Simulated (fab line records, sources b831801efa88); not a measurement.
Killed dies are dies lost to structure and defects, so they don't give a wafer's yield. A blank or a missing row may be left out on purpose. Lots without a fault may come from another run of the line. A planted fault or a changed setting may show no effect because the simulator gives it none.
Problem report in the 8D (eight disciplines) form, filled by code | flow gf180mcu | the parts of the form that need people (team, actions taken, sign-off) are left out

1. THE PROBLEM
wafer_temp_C_max at GF_SALICIDE_RTA_08 reads a mean of 938.9 on 6 wafers of 2 lots; wafers without a fault read 804.4 with a standard deviation of 1.2. That is +99 or more standard deviations from the usual mean.
The step: time 30 s.
First seen on wafer L913.2, day 20 08:06, on rtp_anneal-02. The record holds 18 wafers of 6 lots with a number at this step. Rule for "out", or "out of limits": more than 4 standard deviations from the usual mean. The other wafers with a number count as sound.

2. WHAT IT IS AND WHAT IT IS NOT
question                    | is                               | is not
which readings at this step | wafer_temp_C_max, lamp_power_pct | -
which lots                  | L913, L914                       | L902, L909, L915, L923
which wafers of those lots  | all that have a number           | -
read on which tools         | rtp_anneal-02                    | rtp_anneal-01
when                        | from day 20 08:06                | up to then (6 sound wafers); but 6 sound wafers of L915, L923 came after

3. SUSPECTS, AND WHAT RULES EACH OUT
Counting: a tool at a process step up to the reading stays a suspect if it ran every lot that is out and no sound lot after the first of them.
- plasma_asher-02 at GF_SAB_STRIP_13 (strips in O2/N2): kept. It ran every lot that is out, first L913 (day 20 07:26), and no sound lot after that.
- rtp_anneal-01 at GF_SALICIDE_RTA_06 (time 30 s): kept. It ran every lot that is out, first L913 (day 20 07:53), and no sound lot after that; its last sound lot up to then is L909 (day 18 16:26).
- rtp_anneal-02 at GF_SALICIDE_RTA_08 (time 30 s): kept. It ran every lot that is out, first L913 (day 20 08:06), and no sound lot after that; its last sound lot up to then is L909 (day 18 16:38). Its own readings are out on those wafers: lamp_power_pct, wafer_temp_C_max.
Left after counting: plasma_asher-02 at GF_SAB_STRIP_13, rtp_anneal-01 at GF_SALICIDE_RTA_06, rtp_anneal-02 at GF_SALICIDE_RTA_08.

4. THE CAUSE (what the simulator had put in)
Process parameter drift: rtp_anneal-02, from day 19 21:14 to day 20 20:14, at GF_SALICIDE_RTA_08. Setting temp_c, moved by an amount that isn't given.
Counting left 3 suspects, and this tool is among them.

5. THE CHAIN OF EFFECTS, in route order
Each row: a reading whose mean over the struck wafers that have a number lies more than 3 standard deviations from the usual. Only readings for which the record gives a usual standard deviation are gone through. hours: the time from each lot's start at the first step in this table that gives one to its start at this step, as a median over the lots. sigmas: the change in usual standard deviations.
hours | step               | reading          | usual  | on struck wafers | change | sigmas
0     | GF_SALICIDE_RTA_08 | lamp_power_pct   | 17.5 % | 28.4             | +10.9  | +11
0     | GF_SALICIDE_RTA_08 | wafer_temp_C_max | 804.4  | 938.9            | +134.5 | +99 or more
The process steps in it:
- GF_SALICIDE_RTA_08: time 30 s.

6. WHAT WOULD HAVE CAUGHT IT SOONER
In this record the first reading out of limits was taken at day 20 08:06, 11 hours after the fault began at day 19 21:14.
